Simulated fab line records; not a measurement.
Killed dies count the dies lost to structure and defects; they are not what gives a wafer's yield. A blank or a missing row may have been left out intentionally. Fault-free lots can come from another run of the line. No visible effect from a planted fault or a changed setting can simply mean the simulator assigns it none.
fab line records + flow sky130
[record]
- lots = 13
- wafers = 39
- last_day = 50
route steps=708 shown NWELL@67 VT_ADJUST_NCORE@130 VT_ADJUST_HVTR@138 VT_ADJUST_PCH@147 SONOS_TUNNEL@166
lots untouched by any fault: they come from a run of this same line in which no faults occurred
start_h: start of the lot's first displayed wafer, in hours after the record's first day + wait_h: time in hours since the lot's previous step + " unchanged from the row above + L1.1+2: one row covering several wafers at once + - value missing, or start not given + * or withheld: withheld + < > ~ a bound
route shown NAME@n: names a module that has steps shown in the file, with the first one's number in the route + usual: average and standard deviation across the fault-free wafers + same: alike in all rows + chamber/n: place in a boat + sites: per-site readings + _std_site: the values' standard deviation + _edge_site: inner sites' mean taken away from outer sites' mean + radius_mm: how far each site lies from the wafer's centre + mask NAME#n: copy n + behind: the most recent tool/chamber to have shaped the wafer + hold: reason for holding the lot/hours on hold/outcome of the hold + device: the n, p or np transistor that did not switch + end of line: at the end of the route, the tests of the same wafers + where a step has no rows: the recipe by itself + killed: at the first sort, the dies lost to defects and structure; wafer yield is something else + map: shows each die of a wafer: x if killed, . if not, _ if none is there
set.NAME: the setting the step ran with; set.NAME@STEP: the setting that earlier step ran with + model.NAME: the simulator's own value behind a step, which no gauge read
the route's steps for a sample of lots (tables are steps, rows are wafers)
services: from which hour (start_h, from the record's first day; less than 0 if before it) a tool's chamber was out of use, for how many hours, and why
[[steps]]
[step SKY_NWELL_STRIP_14]
[recipe]
- chemistry = O2/N2
- power_w = 1400
- pressure_mtorr = 1544
- platen_temp_c = withheld
- o2_flow_sccm = 3000
- n2_flow_sccm = 300
- overash_fraction = 0.5
[usual]
- drypump_motor_current_A = 5.5/0.43
- oes_product_au = 0.726/0.0047
- strip_time_to_endpoint_s = 36.70/0.11
| lot.wafer | tool            | chamber | start_h | wait_h | drypump_motor_current_A | oes_product_au | rf_hours_counter_h | strip_time_to_endpoint_s |
|-----------|-----------------|---------|---------|--------|-------------------------|----------------|--------------------|--------------------------|
| L290.3    | plasma_asher-03 | 0       | 88.82   | 0.1    | 4.8                     | 0.730          | -                  | 36.68                    |
| L290.4    | "               | 1       | "       | "      | 5.5                     | 0.732          | -                  | 36.46                    |
| L290.6    | "               | 0       | "       | "      | 4.8                     | 0.731          | -                  | 36.55                    |
| L291.1    | plasma_asher-02 | 1       | 94.63   | 0.1    | 6.2                     | 0.731          | 30                 | 36.70                    |
| L291.3    | "               | 0       | "       | "      | 6.0                     | 0.735          | -                  | 36.74                    |
| L291.6    | "               | 1       | "       | "      | 6.1                     | 0.727          | -                  | 36.80                    |
| L293.1    | plasma_asher-04 | 1       | 118.73  | 0.1    | 5.6                     | 0.730          | 44                 | 36.68                    |
| L293.5    | "               | 1       | "       | "      | 5.6                     | 0.723          | -                  | 36.76                    |
| L293.6    | "               | 0       | "       | "      | 5.3                     | 0.731          | -                  | 36.71                    |
| L294.1    | plasma_asher-03 | 1       | 121.38  | 0.1    | 5.5                     | 0.728          | 44                 | 36.64                    |
| L294.5    | "               | 0       | "       | "      | 4.8                     | 0.711          | -                  | 36.71                    |
| L294.6    | "               | 1       | "       | "      | 5.5                     | 0.728          | -                  | 36.68                    |
| L297.1    | plasma_asher-03 | 0       | 135.64  | 0.1    | 4.8                     | 0.726          | 45                 | 36.66                    |
| L297.2    | "               | 1       | "       | "      | 5.5                     | 0.733          | 45                 | 36.61                    |
| L297.3    | "               | 1       | "       | "      | 5.5                     | 0.718          | -                  | 36.56                    |
| L298.1    | plasma_asher-02 | 1       | 145.09  | 0.1    | 6.1                     | 0.724          | 35                 | 36.72                    |
| L298.3    | "               | 0       | "       | "      | 5.9                     | 0.724          | -                  | 36.71                    |
| L298.6    | "               | 1       | "       | "      | 6.1                     | 0.726          | -                  | 36.66                    |
| L301.3    | plasma_asher-03 | 0       | 158.26  | 0.1    | 4.8                     | 0.728          | -                  | 36.81                    |
| L301.4    | "               | 1       | "       | "      | 5.5                     | 0.729          | -                  | 36.85                    |
| L301.6    | "               | 1       | "       | "      | 5.5                     | 0.729          | -                  | 36.84                    |
| L305.1    | plasma_asher-03 | 0       | 182.39  | 0.1    | 4.8                     | 0.720          | 50                 | 36.58                    |
| L305.2    | "               | 1       | "       | "      | 5.5                     | 0.723          | 50                 | 36.66                    |
| L305.4    | "               | 1       | "       | "      | 5.5                     | 0.722          | -                  | 36.70                    |
| L307.1    | plasma_asher-03 | 0       | 194.34  | 0.1    | 4.8                     | 0.724          | 51                 | 36.71                    |
| L307.5    | "               | 1       | "       | "      | 5.5                     | 0.729          | -                  | 36.72                    |
| L307.6    | "               | 0       | "       | "      | 4.8                     | 0.730          | -                  | 36.74                    |
| L308.1    | plasma_asher-04 | 0       | 196.69  | 0.1    | 5.3                     | 0.724          | 52                 | 36.67                    |
| L308.4    | "               | 1       | "       | "      | 5.6                     | 0.729          | -                  | 36.64                    |
| L308.5    | "               | 1       | "       | "      | 5.6                     | 0.720          | -                  | 36.72                    |
| L309.2    | plasma_asher-04 | 1       | 208.24  | 0.1    | 5.6                     | 0.726          | 53                 | 36.65                    |
| L309.4    | "               | 0       | "       | "      | 5.3                     | 0.725          | -                  | 36.62                    |
| L309.5    | "               | 1       | "       | "      | 5.6                     | 0.723          | -                  | 36.63                    |
| L310.1    | plasma_asher-03 | 0       | 214.52  | 0.1    | 4.8                     | 0.725          | 53                 | 36.86                    |
| L310.3    | "               | 0       | "       | "      | 4.8                     | 0.723          | -                  | 36.83                    |
| L310.6    | "               | 0       | "       | "      | 4.8                     | 0.721          | -                  | 36.86                    |
| L311.3    | plasma_asher-04 | 0       | 219.08  | 0.1    | 5.3                     | 0.722          | -                  | 36.58                    |
| L311.4    | "               | 1       | "       | "      | 5.7                     | 0.719          | -                  | 36.55                    |
| L311.6    | "               | 0       | "       | "      | 5.3                     | 0.729          | -                  | 36.51                    |
[step SKY_VT_ADJUST_NCORE_TW_MEAS_11]
[usual]
- VT_ADJUST_NCORE_TW = 219.8/1.4
| lot.wafer | tool          | chamber | start_h | wait_h | VT_ADJUST_NCORE_TW |
|-----------|---------------|---------|---------|--------|--------------------|
| L290.3    | film_metro-01 | -       | 187.92  | 0.1    | 219.5              |
| L290.4    | "             | -       | "       | "      | 219.5              |
| L290.6    | "             | -       | "       | "      | 219.2              |
| L291.1    | film_metro-01 | -       | 194.34  | 0.1    | 219.6              |
| L291.3    | "             | -       | "       | "      | 219.9              |
| L291.6    | "             | -       | "       | "      | 220.3              |
| L293.1    | film_metro-03 | -       | 222.79  | 0.1    | 220.1              |
| L293.5    | "             | -       | "       | "      | 220.6              |
| L293.6    | "             | -       | "       | "      | 221.8              |
| L294.1    | film_metro-02 | -       | 227.81  | 0.1    | 216.7              |
| L294.5    | "             | -       | "       | "      | 217.5              |
| L294.6    | "             | -       | "       | "      | 217.0              |
| L297.1    | film_metro-02 | -       | 244.16  | 0.1    | 218.3              |
| L297.2    | "             | -       | "       | "      | 218.9              |
| L297.3    | "             | -       | "       | "      | 219.2              |
| L298.1    | film_metro-01 | -       | 255.39  | 0.1    | 220.9              |
| L298.3    | "             | -       | "       | "      | 220.1              |
| L298.6    | "             | -       | "       | "      | 220.3              |
| L301.3    | film_metro-03 | -       | 272.58  | 0.1    | 222.9              |
| L301.4    | "             | -       | "       | "      | 222.7              |
| L301.6    | "             | -       | "       | "      | 222.0              |
| L305.1    | film_metro-03 | -       | 300.18  | 0.2    | 219.7              |
| L305.2    | "             | -       | "       | "      | 219.8              |
| L305.4    | "             | -       | "       | "      | 219.4              |
| L307.1    | film_metro-03 | -       | 315.16  | 0.1    | 220.8              |
| L307.5    | "             | -       | "       | "      | 221.8              |
| L307.6    | "             | -       | "       | "      | 220.4              |
| L308.1    | film_metro-01 | -       | 316.75  | 0.1    | 221.4              |
| L308.4    | "             | -       | "       | "      | 221.5              |
| L308.5    | "             | -       | "       | "      | 221.2              |
| L309.2    | film_metro-03 | -       | 330.60  | 0.1    | 220.6              |
| L309.4    | "             | -       | "       | "      | 221.1              |
| L309.5    | "             | -       | "       | "      | 220.7              |
| L310.1    | film_metro-02 | -       | 338.36  | 0.1    | 219.1              |
| L310.3    | "             | -       | "       | "      | 218.8              |
| L310.6    | "             | -       | "       | "      | 219.0              |
| L311.3    | film_metro-02 | -       | 342.98  | 0.1    | 218.0              |
| L311.4    | "             | -       | "       | "      | 218.4              |
| L311.6    | "             | -       | "       | "      | 219.6              |
[step SKY_VT_ADJUST_HVTR_CD_MEAS_07]
[recipe]
- target_cd_nm = 380
[usual]
- cd_nm = 379.6/2.1
| lot.wafer | tool      | chamber | start_h | wait_h | cd_nm |
|-----------|-----------|---------|---------|--------|-------|
| L290.3    | cd_sem-01 | -       | 209.85  | 0.1    | 383.4 |
| L290.4    | "         | -       | "       | "      | 382.6 |
| L290.6    | "         | -       | "       | "      | 379.0 |
| L291.1    | cd_sem-01 | -       | 217.26  | 0.1    | 377.1 |
| L291.3    | "         | -       | "       | "      | 380.3 |
| L291.6    | "         | -       | "       | "      | 376.7 |
| L293.1    | cd_sem-01 | -       | 246.39  | 0.1    | 378.9 |
| L293.5    | "         | -       | "       | "      | 381.3 |
| L293.6    | "         | -       | "       | "      | 377.9 |
| L294.1    | cd_sem-01 | -       | 251.04  | 0.1    | 380.2 |
| L294.5    | "         | -       | "       | "      | 380.6 |
| L294.6    | "         | -       | "       | "      | 380.8 |
| L297.1    | cd_sem-01 | -       | 268.01  | 0.1    | 378.7 |
| L297.2    | "         | -       | "       | "      | 382.3 |
| L297.3    | "         | -       | "       | "      | 380.2 |
| L298.1    | cd_sem-01 | -       | 279.85  | 0.1    | 382.7 |
| L298.3    | "         | -       | "       | "      | 385.2 |
| L298.6    | "         | -       | "       | "      | 381.3 |
| L301.3    | cd_sem-01 | -       | 297.38  | 0.1    | 380.9 |
| L301.4    | "         | -       | "       | "      | 381.3 |
| L301.6    | "         | -       | "       | "      | 376.6 |
| L305.1    | cd_sem-01 | -       | 325.66  | 0.1    | 376.9 |
| L305.2    | "         | -       | "       | "      | 378.8 |
| L305.4    | "         | -       | "       | "      | 377.4 |
| L307.1    | cd_sem-02 | -       | 341.20  | 0.1    | 380.6 |
| L307.5    | "         | -       | "       | "      | 380.8 |
| L307.6    | "         | -       | "       | "      | 382.7 |
| L308.1    | cd_sem-02 | -       | 341.91  | 0.1    | 375.4 |
| L308.4    | "         | -       | "       | "      | 380.2 |
| L308.5    | "         | -       | "       | "      | 377.9 |
| L309.2    | cd_sem-01 | -       | 357.87  | 0.1    | 380.4 |
| L309.4    | "         | -       | "       | "      | 380.3 |
| L309.5    | "         | -       | "       | "      | 377.8 |
| L310.1    | cd_sem-01 | -       | 366.19  | 0.1    | 377.7 |
| L310.3    | "         | -       | "       | "      | 378.9 |
| L310.6    | "         | -       | "       | "      | 377.4 |
| L311.3    | cd_sem-02 | -       | 370.28  | 0.1    | 377.7 |
| L311.4    | "         | -       | "       | "      | 380.7 |
| L311.6    | "         | -       | "       | "      | 378.6 |
[step SKY_VT_ADJUST_PCH_EXPOSE_04]
[recipe]
- mask_id = NWM
- na = 0.6
- source_shape = conventional
- sigma_outer = 0.6
- polarization = unpolarized
- target_cd_nm = 840
- dose_mj = 255
[usual]
- reticle_temp_C = 23.01/0.11
| lot.wafer | tool             | chamber | start_h | wait_h | mask   | reticle_temp_C |
|-----------|------------------|---------|---------|--------|--------|----------------|
| L290.3    | iline_stepper-01 | 0       | 221.20  | -      | NWM#0  | 22.92          |
| L290.4    | "                | 0       | "       | "      | NWM#0  | 23.06          |
| L290.6    | "                | 0       | "       | "      | NWM#0  | 23.11          |
| L291.1    | iline_stepper-02 | 0       | 229.35  | -      | NWM#0  | 22.84          |
| L291.3    | "                | 0       | "       | "      | NWM#0  | 22.87          |
| L291.6    | "                | 0       | "       | "      | NWM#0  | 22.77          |
| L293.1    | iline_stepper-01 | 0       | 259.15  | -      | NWM#0  | 23.05          |
| L293.5    | "                | 0       | "       | "      | NWM#0  | 22.94          |
| L293.6    | "                | 0       | "       | "      | NWM#0  | 22.96          |
| L294.1    | iline_stepper-01 | 0       | 263.62  | -      | NWM#0  | 23.04          |
| L294.5    | "                | 0       | "       | "      | NWM#0  | 23.13          |
| L294.6    | "                | 0       | "       | "      | NWM#0  | 23.01          |
| L297.1    | iline_stepper-01 | 0       | 281.15  | -      | TUNM#0 | 23.09          |
| L297.2    | "                | 0       | "       | "      | TUNM#0 | 23.19          |
| L297.3    | "                | 0       | "       | "      | TUNM#0 | 23.11          |
| L298.1    | iline_stepper-02 | 0       | 292.84  | -      | NWM#0  | 22.87          |
| L298.3    | "                | 0       | "       | "      | NWM#0  | 22.96          |
| L298.6    | "                | 0       | "       | "      | NWM#0  | 22.93          |
| L301.3    | iline_stepper-01 | 0       | 310.84  | -      | NWM#0  | 23.02          |
| L301.4    | "                | 0       | "       | "      | NWM#0  | 23.16          |
| L301.6    | "                | 0       | "       | "      | NWM#0  | 22.99          |
| L305.1    | iline_stepper-01 | 0       | 339.56  | -      | NWM#0  | 22.86          |
| L305.2    | "                | 0       | "       | "      | NWM#0  | 22.97          |
| L305.4    | "                | 0       | "       | "      | NWM#0  | 23.13          |
| L307.1    | iline_stepper-02 | 0       | 354.57  | -      | NWM#0  | 23.02          |
| L307.5    | "                | 0       | "       | "      | NWM#0  | 22.99          |
| L307.6    | "                | 0       | "       | "      | NWM#0  | 23.01          |
| L308.1    | iline_stepper-01 | 0       | 356.02  | -      | NWM#0  | 22.94          |
| L308.4    | "                | 0       | "       | "      | NWM#0  | 23.07          |
| L308.5    | "                | 0       | "       | "      | NWM#0  | 22.84          |
| L309.2    | iline_stepper-02 | 0       | 372.11  | -      | NWM#0  | 23.15          |
| L309.4    | "                | 0       | "       | "      | NWM#0  | 23.00          |
| L309.5    | "                | 0       | "       | "      | NWM#0  | 23.11          |
| L310.1    | iline_stepper-01 | 0       | 380.09  | -      | NWM#0  | 23.22          |
| L310.3    | "                | 0       | "       | "      | NWM#0  | 23.01          |
| L310.6    | "                | 0       | "       | "      | NWM#0  | 22.93          |
| L311.3    | iline_stepper-01 | 0       | 384.76  | -      | NWM#0  | 22.85          |
| L311.4    | "                | 0       | "       | "      | NWM#0  | 22.89          |
| L311.6    | "                | 0       | "       | "      | NWM#0  | 23.05          |
[step SKY_VT_ADJUST_PCH_OVL_MEAS_07]
[usual]
- VT_ADJUST_PCH_OVL = 0.7/1.3
| lot.wafer | tool       | chamber | start_h | wait_h | VT_ADJUST_PCH_OVL[nm] |
|-----------|------------|---------|---------|--------|-----------------------|
| L290.3    | overlay-01 | -       | 232.71  | -      | 0.6                   |
| L290.4    | "          | -       | "       | "      | 0.3                   |
| L290.6    | "          | -       | "       | "      | -0.9                  |
| L291.1    | overlay-02 | -       | 240.25  | -      | 1.0                   |
| L291.3    | "          | -       | "       | "      | 2.5                   |
| L291.6    | "          | -       | "       | "      | 0.7                   |
| L293.1    | overlay-02 | -       | 270.14  | -      | -0.9                  |
| L293.5    | "          | -       | "       | "      | -1.9                  |
| L293.6    | "          | -       | "       | "      | -3.1                  |
| L294.1    | overlay-02 | -       | 275.04  | -      | 1.6                   |
| L294.5    | "          | -       | "       | "      | 0.2                   |
| L294.6    | "          | -       | "       | "      | 0.2                   |
| L297.1    | overlay-02 | -       | 293.54  | -      | -                     |
| L297.2    | "          | -       | "       | "      | -                     |
| L297.3    | "          | -       | "       | "      | -                     |
| L298.1    | overlay-02 | -       | 305.00  | -      | -0.5                  |
| L298.3    | "          | -       | "       | "      | 0.8                   |
| L298.6    | "          | -       | "       | "      | -0.2                  |
| L301.3    | overlay-01 | -       | 323.47  | -      | 0.7                   |
| L301.4    | "          | -       | "       | "      | 0.8                   |
| L301.6    | "          | -       | "       | "      | -2.0                  |
| L305.1    | overlay-01 | -       | 352.40  | -      | 0.7                   |
| L305.2    | "          | -       | "       | "      | 1.8                   |
| L305.4    | "          | -       | "       | "      | 1.1                   |
| L307.1    | overlay-01 | -       | 368.84  | -      | 1.7                   |
| L307.5    | "          | -       | "       | "      | -0.8                  |
| L307.6    | "          | -       | "       | "      | -0.5                  |
| L308.1    | overlay-02 | -       | 369.79  | -      | -0.2                  |
| L308.4    | "          | -       | "       | "      | -2.5                  |
| L308.5    | "          | -       | "       | "      | -1.4                  |
| L309.2    | overlay-01 | -       | 386.15  | -      | -0.6                  |
| L309.4    | "          | -       | "       | "      | 2.7                   |
| L309.5    | "          | -       | "       | "      | 3.4                   |
| L310.1    | overlay-01 | -       | 394.14  | -      | -0.7                  |
| L310.3    | "          | -       | "       | "      | 0.0                   |
| L310.6    | "          | -       | "       | "      | 0.9                   |
| L311.3    | overlay-01 | -       | 398.51  | -      | 0.5                   |
| L311.4    | "          | -       | "       | "      | 0.3                   |
| L311.6    | "          | -       | "       | "      | 0.5                   |
[step SKY_VT_ADJUST_PCH_TW_MEAS_10]
[usual]
- VT_ADJUST_PCH_TW = 142.4/1.2
| lot.wafer | tool          | chamber | start_h | wait_h | VT_ADJUST_PCH_TW |
|-----------|---------------|---------|---------|--------|------------------|
| L290.3    | film_metro-02 | -       | 233.01  | 0.1    | 141.5            |
| L290.4    | "             | -       | "       | "      | 141.3            |
| L290.6    | "             | -       | "       | "      | 140.8            |
| L291.1    | film_metro-02 | -       | 240.54  | 0.1    | 141.7            |
| L291.3    | "             | -       | "       | "      | 141.7            |
| L291.6    | "             | -       | "       | "      | 142.0            |
| L293.1    | film_metro-03 | -       | 270.43  | 0.1    | 144.2            |
| L293.5    | "             | -       | "       | "      | 144.2            |
| L293.6    | "             | -       | "       | "      | 143.1            |
| L294.1    | film_metro-04 | -       | 275.33  | 0.1    | 143.3            |
| L294.5    | "             | -       | "       | "      | 142.5            |
| L294.6    | "             | -       | "       | "      | 142.9            |
| L297.1    | film_metro-02 | -       | 293.82  | 0.1    | 29.9             |
| L297.2    | "             | -       | "       | "      | 29.9             |
| L297.3    | "             | -       | "       | "      | 29.8             |
| L298.1    | film_metro-02 | -       | 305.28  | 0.1    | 142.5            |
| L298.3    | "             | -       | "       | "      | 141.7            |
| L298.6    | "             | -       | "       | "      | 141.2            |
| L301.3    | film_metro-03 | -       | 323.76  | 0.1    | 143.1            |
| L301.4    | "             | -       | "       | "      | 143.2            |
| L301.6    | "             | -       | "       | "      | 142.9            |
| L305.1    | film_metro-03 | -       | 352.68  | 0.1    | 143.3            |
| L305.2    | "             | -       | "       | "      | 143.0            |
| L305.4    | "             | -       | "       | "      | 142.5            |
| L307.1    | film_metro-02 | -       | 369.13  | 0.1    | 142.3            |
| L307.5    | "             | -       | "       | "      | 142.0            |
| L307.6    | "             | -       | "       | "      | 141.6            |
| L308.1    | film_metro-04 | -       | 370.08  | 0.1    | 143.3            |
| L308.4    | "             | -       | "       | "      | 143.1            |
| L308.5    | "             | -       | "       | "      | 143.1            |
| L309.2    | film_metro-04 | -       | 386.44  | 0.1    | 142.8            |
| L309.4    | "             | -       | "       | "      | 141.8            |
| L309.5    | "             | -       | "       | "      | 142.4            |
| L310.1    | film_metro-02 | -       | 394.42  | 0.1    | 140.1            |
| L310.3    | "             | -       | "       | "      | 139.5            |
| L310.6    | "             | -       | "       | "      | 140.6            |
| L311.3    | film_metro-02 | -       | 398.80  | 0.1    | 138.3            |
| L311.4    | "             | -       | "       | "      | 139.8            |
| L311.6    | "             | -       | "       | "      | 139.4            |
[step SKY_SONOS_TUNNEL_TW_MEAS_12]
[usual]
- SONOS_TUNNEL_TW = 198.2/0.78
| lot.wafer | tool          | chamber | start_h | wait_h | SONOS_TUNNEL_TW |
|-----------|---------------|---------|---------|--------|-----------------|
| L290.3    | film_metro-03 | -       | 257.36  | 0.0    | 196.9           |
| L290.4    | "             | -       | "       | "      | 198.0           |
| L290.6    | "             | -       | "       | "      | 198.4           |
| L291.1    | film_metro-03 | -       | 264.72  | 0.0    | 200.5           |
| L291.3    | "             | -       | "       | "      | 198.8           |
| L291.6    | "             | -       | "       | "      | 199.7           |
| L293.1    | film_metro-04 | -       | 295.77  | 0.0    | 198.3           |
| L293.5    | "             | -       | "       | "      | 197.4           |
| L293.6    | "             | -       | "       | "      | 198.0           |
| L294.1    | film_metro-04 | -       | 300.51  | 0.0    | 197.4           |
| L294.5    | "             | -       | "       | "      | 197.6           |
| L294.6    | "             | -       | "       | "      | 197.7           |
| L297.1    | film_metro-01 | -       | 319.36  | 0.0    | 213.5           |
| L297.2    | "             | -       | "       | "      | 213.2           |
| L297.3    | "             | -       | "       | "      | 214.2           |
| L298.1    | film_metro-03 | -       | 331.05  | 0.0    | 198.1           |
| L298.3    | "             | -       | "       | "      | 198.0           |
| L298.6    | "             | -       | "       | "      | 197.5           |
| L301.3    | film_metro-01 | -       | 350.15  | 0.0    | 198.1           |
| L301.4    | "             | -       | "       | "      | 197.9           |
| L301.6    | "             | -       | "       | "      | 197.7           |
| L305.1    | film_metro-04 | -       | 381.22  | 0.0    | 198.8           |
| L305.2    | "             | -       | "       | "      | 198.3           |
| L305.4    | "             | -       | "       | "      | 198.7           |
| L307.1    | film_metro-04 | -       | 397.02  | 0.0    | 197.3           |
| L307.5    | "             | -       | "       | "      | 197.9           |
| L307.6    | "             | -       | "       | "      | 197.4           |
| L308.1    | film_metro-04 | -       | 398.53  | 0.0    | 197.0           |
| L308.4    | "             | -       | "       | "      | 197.1           |
| L308.5    | "             | -       | "       | "      | 198.7           |
| L309.2    | film_metro-03 | -       | 415.65  | 0.0    | 198.4           |
| L309.4    | "             | -       | "       | "      | 198.0           |
| L309.5    | "             | -       | "       | "      | 198.0           |
| L310.1    | film_metro-03 | -       | 424.09  | 0.0    | 199.8           |
| L310.3    | "             | -       | "       | "      | 198.8           |
| L310.6    | "             | -       | "       | "      | 198.0           |
| L311.3    | film_metro-01 | -       | 428.79  | 0.0    | 197.9           |
| L311.4    | "             | -       | "       | "      | 198.8           |
| L311.6    | "             | -       | "       | "      | 198.1           |
[[services]]
| tool             | chamber | start_h | hours | kind                    |
|------------------|---------|---------|-------|-------------------------|
| iline_stepper-01 | -       | 77.23   | 2.1   | pm                      |
| iline_stepper-01 | -       | 79.32   | -     | consumable_replace:lamp |
| iline_stepper-02 | -       | 99.75   | 1.7   | pm                      |
| iline_stepper-02 | -       | 129.54  | 13.8  | repair                  |
| plasma_asher-03  | -       | 142.37  | 0.4   | repair                  |
| iline_stepper-01 | -       | 233.59  | 1.7   | pm                      |
| iline_stepper-02 | 0       | 258.86  | -     | calibration             |
| iline_stepper-01 | 0       | 268.96  | -     | calibration             |
| plasma_asher-04  | -       | 271.91  | 1.8   | repair                  |
| iline_stepper-02 | -       | 304.88  | 0.9   | repair                  |
| iline_stepper-02 | -       | 317.93  | 1.7   | pm                      |
| plasma_asher-04  | -       | 320.34  | 2.8   | pm                      |
[[key]]
[first_sign]
- step = SKY_VT_ADJUST_PCH_EXPOSE_04
- reading = mask
- direction = changed
[effect]
- step = SKY_VT_ADJUST_PCH_OVL_MEAS_07
- reading = VT_ADJUST_PCH_OVL
- direction = missing
[effect]
- step = SKY_VT_ADJUST_PCH_TW_MEAS_10
- reading = VT_ADJUST_PCH_TW
- direction = down
- sigmas = 93
- usual = 142.4
- struck = 29.9
[effect]
- step = SKY_SONOS_TUNNEL_TW_MEAS_12
- reading = SONOS_TUNNEL_TW
- direction = up
- sigmas = 20
- usual = 198.2
- struck = 213.6
met_at SKY_VT_ADJUST_PCH_EXPOSE_04
struck_lots L297
sort_left_out L297.1,L297.2,L297.3
tester_left_out L297
not_acting_at SKY_NWELL_STRIP_14,SKY_VT_ADJUST_NCORE_TW_MEAS_11,SKY_VT_ADJUST_HVTR_CD_MEAS_07
onset_between 263.62 281.15
[fault]
- kind = wrong_mask
- tool = any
- chamber = -
- onset_h = 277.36
- steps = SKY_VT_ADJUST_PCH_EXPOSE_04
- aux_copy = TUNM#0
- scope = struck_lots_only
// tester_left_out: of these lots the tester's yield and bins aren't shown, on N5 and GAA mostly nor the transistor test; their killed dies are dies lost to structure and defects alone, not to doping, threshold or leakage, so they don't give the yield
// sort_left_out: the simulated sort isn't trusted on such a fault, so these wafers' sort isn't shown, and their yield isn't known
